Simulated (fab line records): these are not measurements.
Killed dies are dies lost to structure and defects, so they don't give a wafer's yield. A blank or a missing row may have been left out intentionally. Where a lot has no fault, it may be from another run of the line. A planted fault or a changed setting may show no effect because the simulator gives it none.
fab line records	flow sky130
[record] lots = 5	wafers = 15	last_day = 50
route steps=708 shown SD_P@324 RES_XHIGH@332 SD_N@342 PAD_OPEN@708
lots with no fault: from the same line, run without faults
start_h: the number of hours between the record's first day and the start of the first shown wafer of the lot	wait_h: time in hours since the lot's previous step	" identical to the entry in the row above	L1.1+2: one row covering several wafers at once	- no value, or no start given	* or withheld: withheld	< > ~ a bound
route shown NAME@n: a module of which the file shows steps, and the number in the route of the first	usual: average and standard deviation across the fault-free wafers	same: alike in all rows	chamber/n: place in a boat	sites: readings site by site	_std_site: their standard deviation	_edge_site: inner sites' mean taken away from outer sites' mean	radius_mm: for every site, how far away it sits from the centre of the wafer	mask NAME#n: copy n	behind: the most recent tool/chamber to have shaped the wafer	hold: why the lot was held/for how many hours/how that ended	device: which transistor (n, p or np) failed to switch	end of line: tests of these same wafers at the route's end	a step without rows: its recipe alone	killed: the dies lost at the first sort to structure and to defects; this is not the yield of the wafer	map: dies across one wafer; x = killed, . = not, _ = none there
set.NAME: the setting the step ran with; set.NAME@STEP: the setting that earlier step ran with	model.NAME: the simulator's own value behind a step, which no gauge read
lots seen at some steps along the route; tables by step, rows by wafer
services: from which hour (start_h, from the record's first day; less than 0 if before it) a tool's chamber was out of use, for how many hours, and why
[[steps]]
[step SKY_SD_P_EXPOSE_04]
[recipe] mask_id = PSDM	na = 0.6	source_shape = conventional	sigma_outer = 0.6	polarization = unpolarized	target_cd_nm = 380	dose_mj = 138
[step SKY_SD_P_PEB_05]
[recipe] temp_c = withheld	time_s = *	resist = NOVOLAK
[step SKY_SD_P_DEVELOP_06]
[recipe] resist = NOVOLAK	developer = TMAH	develop_time_s = 60	dev_temp_c = 23
[step SKY_SD_P_CD_MEAS_07]
[recipe] target_cd_nm = 380
[usual] cd_nm = 380.6/2.5
lot.wafer	tool	chamber	start_h	wait_h	cd_nm
L666.1	cd_sem-02	-	633.09	0.1	382.5
L666.5	"	-	"	"	381.4
L666.6	"	-	"	"	380.7
L669.1	cd_sem-01	-	661.14	0.1	382.4
L669.3	"	-	"	"	382.7
L669.6	"	-	"	"	383.4
L675.1	cd_sem-02	-	710.64	0.1	383.5
L675.3	"	-	"	"	387.4
L675.5	"	-	"	"	384.5
L681.4	cd_sem-01	-	756.80	0.1	383.1
L681.5	"	-	"	"	382.2
L681.6	"	-	"	"	381.1
L682.1	cd_sem-01	-	762.87	0.1	382.1
L682.2	"	-	"	"	382.0
L682.3	"	-	"	"	383.0
[step SKY_SD_P_OVL_MEAS_08]
[usual] SD_P_OVL = -0.4/1.3
lot.wafer	tool	chamber	start_h	wait_h	SD_P_OVL[nm]
L666.1	overlay-01	-	633.21	0.1	1.8
L666.5	"	-	"	"	0.3
L666.6	"	-	"	"	0.3
L669.1	overlay-01	-	661.26	0.1	1.2
L669.3	"	-	"	"	0.2
L669.6	"	-	"	"	-0.5
L675.1	overlay-02	-	710.76	0.1	-1.1
L675.3	"	-	"	"	1.4
L675.5	"	-	"	"	0.2
L681.4	overlay-01	-	756.88	0.1	1.7
L681.5	"	-	"	"	1.0
L681.6	"	-	"	"	0.6
L682.1	overlay-01	-	762.99	0.1	1.8
L682.2	"	-	"	"	0.5
L682.3	"	-	"	"	-0.1
[step SKY_SD_P_IMPLANT_09]
[recipe] species = BF2	energy_kev = 20	dose_cm2 = 3e+15	tilt_deg = 0
[step SKY_SD_P_STRIP_10]
[recipe] chemistry = O2/N2	power_w = 1400	pressure_mtorr = 1500	platen_temp_c = withheld	o2_flow_sccm = 3000	n2_flow_sccm = 300	overash_fraction = 0.5
[usual] drypump_motor_current_A = 6.06/0.18	oes_product_au = 0.617/0.0051	strip_time_to_endpoint_s = 17.51/0.032
lot.wafer	tool	chamber	start_h	wait_h	drypump_motor_current_A	oes_product_au	rf_hours_counter_h	strip_time_to_endpoint_s
L666.1	plasma_asher-01	1	633.39	0.1	5.96	0.604	82	17.48
L666.5	"	1	"	"	5.96	0.625	-	17.56
L666.6	"	0	"	"	6.17	0.619	-	17.52
L669.1	plasma_asher-04	0	661.44	0.1	6.13	0.615	53	17.47
L669.3	"	1	"	"	6.25	0.620	-	17.51
L669.6	"	0	"	"	6.12	0.622	-	17.50
L675.1	plasma_asher-03	0	710.95	0.1	5.69	0.615	26	17.49
L675.3	"	1	"	"	5.88	0.611	-	17.46
L675.5	"	0	"	"	5.69	0.622	-	17.47
L681.4	plasma_asher-01	0	757.08	0.1	6.16	0.618	-	17.49
L681.5	"	1	"	"	5.97	0.626	-	17.52
L681.6	"	0	"	"	6.13	0.622	-	17.51
L682.1	plasma_asher-04	0	763.18	0.1	6.19	0.605	64	17.50
L682.2	"	1	"	"	6.24	0.617	64	17.52
L682.3	"	1	"	"	6.24	0.614	-	17.49
[step SKY_SD_P_TW_MEAS_11]
[usual] SD_P_TW = 2812/19
lot.wafer	tool	chamber	start_h	wait_h	SD_P_TW
L666.1	film_metro-04	-	633.49	0.1	2791
L666.5	"	-	"	"	2780
L666.6	"	-	"	"	2778
L669.1	film_metro-03	-	661.54	0.1	2828
L669.3	"	-	"	"	2830
L669.6	"	-	"	"	2829
L675.1	film_metro-02	-	711.05	0.1	2804
L675.3	"	-	"	"	2812
L675.5	"	-	"	"	2818
L681.4	film_metro-02	-	757.17	0.1	2806
L681.5	"	-	"	"	2802
L681.6	"	-	"	"	2812
L682.1	film_metro-03	-	763.28	0.1	2821
L682.2	"	-	"	"	2833
L682.3	"	-	"	"	2814
[step SKY_RES_XHIGH_DEHYDRATE_00]
[recipe] temp_c = 200	time_s = 60
[step SKY_RES_XHIGH_HMDS_01]
[recipe] prime_time_s = 60	prime_temp_c = 120
[step SKY_RES_XHIGH_COAT_02]
[recipe] resist = NOVOLAK	spin_rpm = 3000	resist_thk_nm = 1140
[step SKY_RES_XHIGH_SOFTBAKE_03]
[recipe] temp_c = 90	time_s = 60	resist = NOVOLAK
[step SKY_RES_XHIGH_EXPOSE_04]
[recipe] mask_id = URPM	na = 0.6	source_shape = conventional	sigma_outer = 0.6	polarization = unpolarized	target_cd_nm = 1270	dose_mj = 140
[usual] focus_offset_nm = 0.0/0.51	reticle_temp_C = 22.99/0.1
[same] na = 0.6
lot.wafer	tool	chamber	start_h	wait_h	mask	focus_offset_nm	reticle_temp_C
L666.1	iline_stepper-01	0	648.52	-	URPM#0	-0.3	23.12
L666.5	"	0	"	"	URPM#0	-0.2	23.03
L666.6	"	0	"	"	URPM#0	0.1	23.02
L669.1	iline_stepper-02	0	676.24	-	URPM#0	0.9	22.99
L669.3	"	0	"	"	URPM#0	0.3	23.14
L669.6	"	0	"	"	URPM#0	-0.2	23.00
L675.1	iline_stepper-02	0	724.12	-	NSDM#0	-0.4	22.84
L675.3	"	0	"	"	NSDM#0	-1.6	22.98
L675.5	"	0	"	"	NSDM#0	-0.2	22.92
L681.4	iline_stepper-02	0	769.88	-	URPM#0	-0.3	23.20
L681.5	"	0	"	"	URPM#0	0.3	22.96
L681.6	"	0	"	"	URPM#0	-0.2	23.06
L682.1	iline_stepper-02	0	776.99	-	URPM#0	-0.1	22.84
L682.2	"	0	"	"	URPM#0	1.0	22.97
L682.3	"	0	"	"	URPM#0	1.0	22.92
[step SKY_RES_XHIGH_PEB_05]
[recipe] temp_c = withheld	time_s = *	resist = NOVOLAK
[step SKY_RES_XHIGH_DEVELOP_06]
[recipe] resist = NOVOLAK	developer = TMAH	develop_time_s = 60	dev_temp_c = 23
[step SKY_RES_XHIGH_IMPLANT_07]
[recipe] species = BF2	energy_kev = 20	dose_cm2 = 3.6e+14	tilt_deg = 0
[step SKY_RES_XHIGH_STRIP_08]
[recipe] chemistry = O2/N2	power_w = 1400	pressure_mtorr = 1500	platen_temp_c = withheld	o2_flow_sccm = 3000	n2_flow_sccm = 300	overash_fraction = 0.5
[usual] drypump_motor_current_A = 5.8/0.44	oes_product_au = 0.711/0.0043	strip_time_to_endpoint_s = 14.28/0.044
lot.wafer	tool	chamber	start_h	wait_h	drypump_motor_current_A	oes_product_au	rf_hours_counter_h	strip_time_to_endpoint_s
L666.1	plasma_asher-03	0	662.43	0.1	5.7	0.709	22	14.20
L666.5	"	0	"	"	5.7	0.710	-	14.21
L666.6	"	1	"	"	5.9	0.714	-	14.21
L669.1	plasma_asher-02	1	689.47	0.1	5.1	0.712	100	14.33
L669.3	"	1	"	"	5.1	0.718	-	14.32
L669.6	"	1	"	"	5.1	0.712	-	14.33
L675.1	plasma_asher-03	0	737.74	0.1	5.7	0.716	29	14.27
L675.3	"	0	"	"	5.7	0.715	-	14.23
L675.5	"	1	"	"	5.9	0.716	-	14.24
L681.4	plasma_asher-03	1	783.46	0.1	5.9	0.717	-	14.23
L681.5	"	0	"	"	5.7	0.708	-	14.25
L681.6	"	1	"	"	5.9	0.703	-	14.22
L682.1	plasma_asher-02	0	790.72	0.1	6.4	0.714	5	14.35
L682.2	"	1	"	"	5.0	0.713	5	14.37
L682.3	"	1	"	"	5.0	0.709	-	14.35
[step SKY_RES_XHIGH_TW_MEAS_09]
[usual] RES_XHIGH_TW = 1629/11
lot.wafer	tool	chamber	start_h	wait_h	RES_XHIGH_TW
L666.1	film_metro-03	-	662.53	0.1	1631
L666.5	"	-	"	"	1636
L666.6	"	-	"	"	1643
L669.1	film_metro-02	-	689.57	0.1	1627
L669.3	"	-	"	"	1627
L669.6	"	-	"	"	1625
L675.1	film_metro-02	-	737.84	0.1	30
L675.3	"	-	"	"	30
L675.5	"	-	"	"	30
L681.4	film_metro-03	-	783.56	0.1	1642
L681.5	"	-	"	"	1645
L681.6	"	-	"	"	1649
L682.1	film_metro-02	-	790.82	0.1	1631
L682.2	"	-	"	"	1631
L682.3	"	-	"	"	1629
[step SKY_SD_N_DEHYDRATE_00]
[recipe] temp_c = 200	time_s = 60
[step SKY_PAD_OPEN_PROBE_99]
[usual] killed_at_M0_to_M3 = 43/6.7	killed_at_M4_up = 3.2/1.8	killed_at_contacts = 24/4.8	killed_at_front_end = 16/4.2	killed_at_other = 0.3/0.56	killed_dies = 86/8.5	killed_on_rim = 17/3.9	killed_open = 47/6.7	killed_short = 39/6
[same] gross_dies = 492	killed_at_back_side = 0
lot.wafer	tool	chamber	start_h	wait_h	killed_at_M0_to_M3	killed_at_M4_up	killed_at_contacts	killed_at_front_end	killed_at_other	killed_dies	killed_on_rim	killed_open	killed_short	model.etest.res_ndiff.line_ohm_um	model.etest.nfet_g5v0d10v5.r_on_ohm_um	model.etest.sonos_uncharged.r_on_ohm_um	model.etest.nfet_01v8.r_on_ohm_um	model.etest.licon_ndiff.rc_ohm	model.etest.res_ndiff.rs_ohm_sq	model.etest.nfet_01v8_lvt.drive_ua_um	model.etest.res_ndiff_hv.rs_ohm_sq
L666.1	prober-02	-	1106.57	0.1	53	2	31	19	0	105	20	59	45	770.4	1906	816.9	832.4	176.5	117.7	576.1	112.8
L666.5	prober-02	-	1106.77	0.2	45	4	24	21	0	94	28	44	48	772.4	1917	812.9	825.4	188.2	118.6	586.1	113.2
L666.6	prober-02	-	1106.82	0.2	43	3	24	19	0	89	16	43	46	763.6	1896	813.5	810	186.2	119.6	591.2	113.2
L669.1	prober-01	-	1126.85	0.1	47	1	19	12	0	79	12	41	38	752.9	1924	797.5	860.5	179.3	120.7	557.4	114.9
L669.3	prober-01	-	1126.95	0.2	42	5	24	8	0	79	20	46	33	775.5	1882	793.2	831.7	181.9	122.1	569.8	113.9
L669.6	prober-01	-	1127.10	0.2	50	10	22	8	0	90	17	56	34	780.6	1875	803.5	844	176.8	120.4	567	114.7
L675.1	prober-01	-	1159.06	0.1	43	5	15	13	416	492	96	35	41	934	2008	880.1	872.3	214.1	147.9	562.8	133.4
L675.3	prober-01	-	1159.16	0.2	29	2	32	13	416	492	96	43	33	923.6	1971	861.4	881.6	216.1	147.8	551.6	133.1
L675.5	prober-01	-	1159.26	0.2	38	2	26	16	410	492	96	48	34	944.5	1976	866.1	865.4	215.6	146.9	558.7	133.2
L681.4	prober-01	-	1191.06	0.2	58	4	22	12	0	96	18	56	40	770.1	1930	810.7	833.9	186.9	120.4	568.6	114.9
L681.5	prober-01	-	1191.11	0.2	44	3	20	13	0	80	14	42	38	765.1	1919	801.3	828.6	177	121	578.1	114.4
L681.6	prober-01	-	1191.16	0.2	43	2	24	25	0	94	20	51	42	771.2	1932	800.1	823.8	176.9	120.2	574.5	114.2
L682.1	prober-02	-	1192.92	0.1	49	4	23	20	0	96	19	53	43	755.3	1903	787.3	817.4	172.9	121.1	580.7	115.5
L682.2	prober-02	-	1192.97	0.1	45	1	23	13	1	83	17	44	39	772.1	1908	807.2	808	172.8	120.8	579.6	114.8
L682.3	prober-02	-	1193.02	0.2	50	2	21	22	0	95	21	50	45	764.8	1930	813.1	848.7	180.3	122.2	566.3	115.9
// killed by level:class
L666.1 VIA1:geometric_particle:open=16 CONTACT:geometric_particle:open=12 METAL2:geometric_particle:short=9 METAL1:geometric_particle:short=8 LI_CONTACT:geometric_particle:open=7 VIA3:geometric_particle:open=7 CONTACT:geometric_particle:short=5 VIA1:geometric_particle:short=5
L666.5 VIA1:geometric_particle:open=11 VIA1:geometric_particle:short=7 CONTACT:geometric_particle:open=7 LI_CONTACT:geometric_particle:open=6 CONTACT:geometric_particle:short=6 METAL2:geometric_particle:short=6 POLY_GATE:geometric_particle:short=5 METAL3:geometric_particle:short=5
L666.6 VIA1:geometric_particle:open=9 METAL1:geometric_particle:short=8 VIA3:geometric_particle:open=8 CONTACT:geometric_particle:short=7 VIA2:geometric_particle:open=7 POLY_GATE:geometric_particle:open=5 LOCAL_INTERCONNECT:geometric_particle:short=5 CONTACT:geometric_particle:open=5
L669.1 VIA1:geometric_particle:open=11 CONTACT:geometric_particle:open=8 VIA1:geometric_particle:short=8 METAL1:geometric_particle:short=7 METAL2:geometric_particle:short=5 LI_CONTACT:geometric_particle:open=4 LI_CONTACT:geometric_particle:short=4 VIA3:geometric_particle:open=4
L669.3 VIA1:geometric_particle:open=9 LI_CONTACT:geometric_particle:open=8 VIA3:geometric_particle:open=7 CONTACT:geometric_particle:open=7 VIA2:geometric_particle:open=7 VIA1:geometric_particle:short=6 LOCAL_INTERCONNECT:geometric_particle:short=4 METAL1:geometric_particle:short=4
L669.6 VIA3:geometric_particle:open=16 VIA1:geometric_particle:open=12 CONTACT:geometric_particle:open=11 METAL4:geometric_particle:short=9 LI_CONTACT:geometric_particle:open=6 VIA2:geometric_particle:open=5 METAL2:geometric_particle:short=4 CONTACT:geometric_particle:short=3
L675.1 RES_XHIGH:area_expose=416 VIA1:geometric_particle:open=9 METAL1:geometric_particle:short=6 FIELD_ISO:geometric_particle:short=5 METAL2:geometric_particle:short=5 LI_CONTACT:geometric_particle:open=5 VIA2:geometric_particle:short=5 CONTACT:geometric_particle:open=4
L675.3 RES_XHIGH:area_expose=416 CONTACT:geometric_particle:short=8 FIELD_ISO:geometric_particle:open=7 LI_CONTACT:geometric_particle:open=7 CONTACT:geometric_particle:open=7 VIA1:geometric_particle:open=6 LOCAL_INTERCONNECT:geometric_particle:short=5 LI_CONTACT:geometric_particle:short=4
L675.5 RES_XHIGH:area_expose=410 VIA1:geometric_particle:open=9 CONTACT:geometric_particle:open=7 LI_CONTACT:geometric_particle:open=6 CONTACT:geometric_particle:short=6 VIA3:geometric_particle:open=6 FIELD_ISO:geometric_particle:open=5 POLY_GATE:geometric_particle:open=5
L681.4 VIA1:geometric_particle:open=14 VIA2:geometric_particle:open=12 VIA1:geometric_particle:short=10 LI_CONTACT:geometric_particle:open=7 VIA3:geometric_particle:open=6 POLY_GATE:geometric_particle:short=5 LOCAL_INTERCONNECT:geometric_particle:short=5 CONTACT:geometric_particle:open=5
L681.5 VIA1:geometric_particle:open=12 CONTACT:geometric_particle:open=8 VIA2:geometric_particle:open=7 FIELD_ISO:geometric_particle:open=5 METAL2:geometric_particle:short=5 VIA2:geometric_particle:short=5 LI_CONTACT:geometric_particle:open=4 FIELD_ISO:geometric_particle:short=3
L681.6 VIA1:geometric_particle:open=12 FIELD_ISO:geometric_particle:short=7 POLY_GATE:geometric_particle:open=7 POLY_GATE:geometric_particle:short=7 VIA3:geometric_particle:open=7 VIA2:geometric_particle:open=6 LOCAL_INTERCONNECT:geometric_particle:short=6 VIA1:geometric_particle:short=6
L682.1 VIA1:geometric_particle:open=11 VIA1:geometric_particle:short=9 CONTACT:geometric_particle:open=9 POLY_GATE:geometric_particle:open=6 VIA3:geometric_particle:open=6 VIA3:geometric_particle:short=5 LOCAL_INTERCONNECT:geometric_particle:short=5 METAL1:geometric_particle:short=5
L682.2 VIA1:geometric_particle:open=12 CONTACT:geometric_particle:open=8 FIELD_ISO:geometric_particle:short=6 VIA3:geometric_particle:open=6 LI_CONTACT:geometric_particle:open=5 VIA1:geometric_particle:short=5 CONTACT:geometric_particle:short=4 METAL2:geometric_particle:short=4
L682.3 VIA3:geometric_particle:open=11 CONTACT:geometric_particle:open=9 VIA1:geometric_particle:open=7 FIELD_ISO:geometric_particle:open=6 POLY_GATE:geometric_particle:short=6 LOCAL_INTERCONNECT:geometric_particle:short=6 VIA1:geometric_particle:short=6 METAL2:geometric_particle:short=6
// map L675.1 (x killed, . not)
__________xxxxxxxxxx_________
________xxxxxxxxxxxxxx_______
______xxxxxxxxxxxxxxxxxx_____
_____xxxxxxxxxxxxxxxxxxxx____
____xxxxxxxxxxxxxxxxxxxxxx___
___xxxxxxxxxxxxxxxxxxxxxxxx__
__xxxxxxxxxxxxxxxxxxxxxxxxxx_
_xxxxxxxxxxxxxxxxxxxxxxxxxxxx
_xxxxxxxxxxxxxxxxxxxxxxxxxxxx
_xxxxxxxxxxxxxxxxxxxxxxxxxxxx
_xxxxxxxxxxxxxxxxxxxxxxxxxxxx
_xxxxxxxxxxxxxxxxxxxxxxxxxxxx
_xxxxxxxxxxxxxxxxxxxxxxxxxxxx
_xxxxxxxxxxxxxxxxxxxxxxxxxxxx
_xxxxxxxxxxxxxxxxxxxxxxxxxxxx
__xxxxxxxxxxxxxxxxxxxxxxxxxx_
___xxxxxxxxxxxxxxxxxxxxxxxx__
____xxxxxxxxxxxxxxxxxxxxxx___
_____xxxxxxxxxxxxxxxxxxxx____
______xxxxxxxxxxxxxxxxxx_____
________xxxxxxxxxxxxxx_______
__________xxxxxxxxxx_________
// map L669.6 (x killed, . not)
__________.....xxx.x_________
________.....xx.....x._______
______............x....._____
_____.....x..x...........____
____.....x..x.....xx.....x___
___....x..x.......x........__
__.............xx..........._
_.xxx..........x.x.........x.
_.x.......x...x.xx......xx.x.
_..x.x...........xx...xx...x.
_............x.......x..x...x
_.....xx....x..x...x.....x.x.
_.....x.x......x.x....xxx....
_x..x...x..................x.
_.xx...xx..x....x....x....x..
__.x...x...................._
___.x.....x.....x....x.....__
____......x.......x...x...___
_____.x.........xxx......____
______.................._____
________....x.xx...x.._______
__________..x......x_________
[[services]]
tool	chamber	start_h	hours	kind
plasma_asher-01	-	621.18	0.3	repair
plasma_asher-04	-	648.35	5.8	pm
iline_stepper-02	-	653.24	4.6	repair
iline_stepper-01	-	655.32	4.9	repair
plasma_asher-04	-	655.40	1.8	repair
iline_stepper-02	0	713.55	-	calibration
iline_stepper-01	-	727.36	28.8	repair
plasma_asher-02	-	733.75	9.0	pm
plasma_asher-02	0	733.75	9.0	vent_cycle
plasma_asher-02	1	733.75	9.0	vent_cycle
plasma_asher-02	0	742.75	-	clean
plasma_asher-02	1	742.75	-	clean
plasma_asher-01	-	744.21	7.7	repair
iline_stepper-01	-	756.13	1.7	pm
plasma_asher-02	-	770.56	0.5	repair
plasma_asher-04	-	775.66	28.1	pm
[[key]]
[first_sign] step = SKY_RES_XHIGH_EXPOSE_04	reading = mask	direction = changed
[effect] step = SKY_RES_XHIGH_TW_MEAS_09	reading = RES_XHIGH_TW	direction = down	sigmas = 99+	usual = 1629	struck = 30
[effect] step = SKY_PAD_OPEN_PROBE_99	reading = killed_at_other	direction = up	sigmas = 99+	usual = 0.3	struck = 414
[model_effect] step = SKY_PAD_OPEN_PROBE_99	value = etest.res_ndiff.line_ohm_um	without = 747.3	struck = 934
[more_kills_born_at] SKY_RES_XHIGH_EXPOSE_04@iline_stepper-02 = 1242
met_at SKY_RES_XHIGH_EXPOSE_04
struck_wafers L675.1,L675.3,L675.5
tester_left_out L675
onset_between 676.24 724.12
[fault] kind = wrong_mask	tool = any	chamber = -	onset_h = 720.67	steps = SKY_RES_XHIGH_EXPOSE_04	aux_copy = NSDM#0	scope = struck_lots_only
// tester_left_out: of these lots the tester's yield and bins aren't shown, on N5 and GAA mostly nor the transistor test; their killed dies are dies lost to structure and defects alone, not to doping, threshold or leakage, so they don't give the yield
